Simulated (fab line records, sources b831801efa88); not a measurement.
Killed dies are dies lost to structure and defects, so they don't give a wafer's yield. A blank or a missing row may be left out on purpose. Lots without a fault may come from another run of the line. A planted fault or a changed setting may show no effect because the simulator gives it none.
Which tool did it? | flow sky130 | 12 lots, 36 wafers sampled, at 4 steps of a route of 708

WHAT THE GAUGES READ, wafer by wafer
SKY_SD_N_CD_MEAS_07: target cd 380 nm. Usual: cd_nm 380.0 nm, standard deviation 2.5.
lot  | measured     | on        | cd_nm (nm)        | flag
L785 | day 28 01:02 | cd_sem-02 | 380.6 378.0 381.3 |
L787 | day 28 11:59 | cd_sem-02 | 382.0 378.6 378.5 |
L788 | day 28 17:08 | cd_sem-01 | 379.3 377.5 376.1 |
L791 | day 29 19:11 | cd_sem-02 | 339.2 341.6 337.0 | OFF
L794 | day 31 09:59 | cd_sem-02 | 383.2 383.4 383.8 |
L799 | day 33 11:16 | cd_sem-01 | 378.5 379.2 379.4 |
L800 | day 33 13:23 | cd_sem-02 | 381.9 380.7 383.4 |
L801 | day 33 23:00 | cd_sem-01 | 382.0 379.4 382.2 |
L803 | day 34 04:36 | cd_sem-01 | 384.6 383.0 382.9 |
L805 | day 34 14:01 | cd_sem-01 | 377.6 378.3 375.7 |
L806 | day 34 17:37 | cd_sem-01 | 382.9 382.6 381.7 |
L808 | day 35 11:02 | cd_sem-02 | 379.6 379.4 380.1 |

SKY_METAL1_THK_MEAS_06: measures by xrf. Usual: METAL1_ALCU_THK 248 nm, standard deviation 3.1.
lot  | measured     | on            | METAL1_ALCU_THK (nm) | flag
L785 | day 31 19:46 | film_metro-01 | 254 252 252          |
L787 | day 32 05:14 | film_metro-03 | 245 245 247          |
L788 | day 32 11:43 | film_metro-03 | 247 251 249          |
L791 | day 33 10:31 | film_metro-01 | 252 249 251          |
L794 | day 35 01:59 | film_metro-04 | 249 246 250          |
L799 | day 37 00:45 | film_metro-04 | 244 245 242          |
L800 | day 37 03:34 | film_metro-01 | 246 242 245          |
L801 | day 37 11:38 | film_metro-04 | 248 252 246          |
L803 | day 37 16:58 | film_metro-04 | 248 250 252          |
L805 | day 38 01:45 | film_metro-03 | 246 250 247          |
L806 | day 38 05:41 | film_metro-04 | 252 246 248          |
L808 | day 38 23:21 | film_metro-01 | 245 244 251          |

WHICH TOOL RAN EACH LOT (tool, then ch and the chambers of the sampled wafers, then the start)
lot  | SKY_SD_N_EXPOSE_04                  | SKY_CONTACT_ETCH_16
L785 | iline_stepper-02 ch 0, day 27 10:50 | rie_diel-03 ch 0,1, day 31 18:08
L787 | iline_stepper-01 ch 0, day 27 22:02 | rie_diel-01 ch 0,1,3, day 32 03:35
L788 | iline_stepper-01 ch 0, day 28 02:56 | rie_diel-01 ch 0,1,2, day 32 09:59
L791 | iline_stepper-02 ch 0, day 29 05:13 | rie_diel-01 ch 2,3, day 33 08:52
L794 | iline_stepper-01 ch 0, day 30 20:58 | rie_diel-03 ch 0,2,3, day 35 00:18
L799 | iline_stepper-02 ch 0, day 32 21:13 | rie_diel-01 ch 1,2,3, day 36 23:00
L800 | iline_stepper-02 ch 0, day 33 00:05 | rie_diel-03 ch 1,3, day 37 01:54
L801 | iline_stepper-02 ch 0, day 33 09:48 | rie_diel-01 ch 1,2,3, day 37 09:39
L803 | iline_stepper-02 ch 0, day 33 15:22 | rie_diel-01 ch 1,2,3, day 37 15:14
L805 | iline_stepper-02 ch 0, day 34 01:22 | rie_diel-04 ch 0,1, day 38 00:05
L806 | iline_stepper-02 ch 0, day 34 04:25 | rie_diel-04 ch 0,2, day 38 04:02
L808 | iline_stepper-02 ch 0, day 34 22:10 | rie_diel-03 ch 0,1,2, day 38 21:42
- SKY_SD_N_EXPOSE_04: exposes mask NSDM, target cd 380 nm.
- SKY_CONTACT_ETCH_16: etches BARC in N2/H2, stops on SiO2, time 45.9 s, target depth 60 nm.

WHAT THE TOOLS THEMSELVES READ (means of the sampled wafers that have a number; where no wafer has one, the mark that the record gives instead)
SKY_CONTACT_ETCH_16. Usual: drypump_motor_current_A 5.6 A, standard deviation 0.57; oes_product_au 0.854 a.u., standard deviation 0.0048; throttle_valve_pct 13.225 %, standard deviation 0.0085.
lot  | tool        | drypump_motor_current_A (A) | oes_product_au (a.u.) | throttle_valve_pct (%) | flag
L785 | rie_diel-03 | 5.9                         | 0.854                 | 13.229                 |
L787 | rie_diel-01 | 5.6                         | 0.853                 | 13.229                 |
L788 | rie_diel-01 | 5.8                         | 0.854                 | 13.222                 |
L791 | rie_diel-01 | 5.0                         | 0.858                 | 13.222                 |
L794 | rie_diel-03 | 5.6                         | 0.850                 | 13.226                 |
L799 | rie_diel-01 | 5.3                         | 0.853                 | 13.226                 |
L800 | rie_diel-03 | 5.6                         | 0.858                 | 13.222                 |
L801 | rie_diel-01 | 5.3                         | 0.857                 | 13.213                 |
L803 | rie_diel-01 | 5.3                         | 0.853                 | 13.219                 |
L805 | rie_diel-04 | 6.1                         | 0.849                 | 13.218                 |
L806 | rie_diel-04 | 5.4                         | 0.852                 | 13.228                 |
L808 | rie_diel-03 | 5.7                         | 0.856                 | 13.225                 |

THE ANSWER, worked out from the rows above alone
Rule: a lot is off if the mean of its wafers that have a number lies more than 3 standard deviations from the usual mean. A lot without any number at a reading at which 4 lots or more have one is off too. The other lots that the step has rows for count as sound. The gauges are gone through in route order, then the tools' own readings, and for those a lot's mean is taken as printed above. The first step at which some lot is off is used, and at that step the reading that is off furthest; a lot without a number counts as furthest.
Off: L791, at SKY_SD_N_CD_MEAS_07 (cd_nm).
A tool fits if, at a process step before that reading, it ran every lot that is off, and no sound lot after the first of them. The gauges at SKY_SD_N_CD_MEAS_07 are tried like those tools. None of those tried fits.

WHAT THE SIMULATOR HAD PUT IN
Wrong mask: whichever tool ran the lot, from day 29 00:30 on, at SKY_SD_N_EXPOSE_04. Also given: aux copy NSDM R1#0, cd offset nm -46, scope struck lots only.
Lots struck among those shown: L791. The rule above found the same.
